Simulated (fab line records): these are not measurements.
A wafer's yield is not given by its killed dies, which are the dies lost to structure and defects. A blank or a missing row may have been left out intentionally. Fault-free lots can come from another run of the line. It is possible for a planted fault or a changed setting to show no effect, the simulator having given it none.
Which tool was responsible? || flow sky130 || 12 lots (36 wafers sampled), 1 step of a 708-step route

== WHAT EACH GAUGE READ, for each wafer ==
SKY_VIA3_THK_MEAS_01.
{"lot": "L077", "measured": "day 40 00:09", "on": "filmMetro-01", "VIA3_HDPCVD_THK (nm)": "1643 1627 1645"}
{"lot": "L076", "measured": "day 40 02:16", "on": "filmMetro-04", "VIA3_HDPCVD_THK (nm)": "1649 1656 1657"}
{"lot": "L079", "measured": "day 40 05:42", "on": "filmMetro-04", "VIA3_HDPCVD_THK (nm)": "1627 1600 1625"}
{"lot": "L081", "measured": "day 40 19:07", "on": "filmMetro-04", "VIA3_HDPCVD_THK (nm)": "1641 1644 1621"}
{"lot": "L084", "measured": "day 41 16:16", "on": "filmMetro-02", "VIA3_HDPCVD_THK (nm)": "1627 1648 1632"}
{"lot": "L085", "measured": "day 41 19:25", "on": "filmMetro-04", "VIA3_HDPCVD_THK (nm)": "1623 1609 1595"}
{"lot": "L088", "measured": "day 43 09:28", "on": "filmMetro-04", "VIA3_HDPCVD_THK (nm)": "1659 1606 1634"}
{"lot": "L090", "measured": "day 43 20:53", "on": "filmMetro-01", "VIA3_HDPCVD_THK (nm)": "1644 1620 1648"}
{"lot": "L092", "measured": "day 44 03:40", "on": "filmMetro-04", "VIA3_HDPCVD_THK (nm)": "1657 1691 1695"}
{"lot": "L093", "measured": "day 44 10:43", "on": "filmMetro-04", "VIA3_HDPCVD_THK (nm)": "1600 1643 1610"}
{"lot": "L095", "measured": "day 45 02:46", "on": "filmMetro-04", "VIA3_HDPCVD_THK (nm)": "1638 1643 1636"}
{"lot": "L097", "measured": "day 45 13:25", "on": "filmMetro-04", "VIA3_HDPCVD_THK (nm)": "1674 1653 1667"}

== WHAT TOOL EACH LOT RAN ON (gives the tool, then ch and the chambers of the sampled wafers, and finally the start) ==
Before these readings, the record contains no process step.

== THE ANSWER, worked out from the rows above alone ==
Rule: the usual values come from the lots themselves. The widest of any qualifying gaps counts: lots, ordered by their means at a reading, are off when they make up no more than a third of the lots, leave a main group of 4 or more, and stand apart from it by 3 or more times the standard deviation of that group's means. If all means in a main group match to the digits the tables above print for the reading, that group is not used. A lot without any number at a reading at which 4 lots or more have one is off too. The other lots that the step has rows for count as sound.
Across all readings shown, no lot is off: no conclusion can be drawn from this.

== WHAT THE SIMULATOR PUT IN ==
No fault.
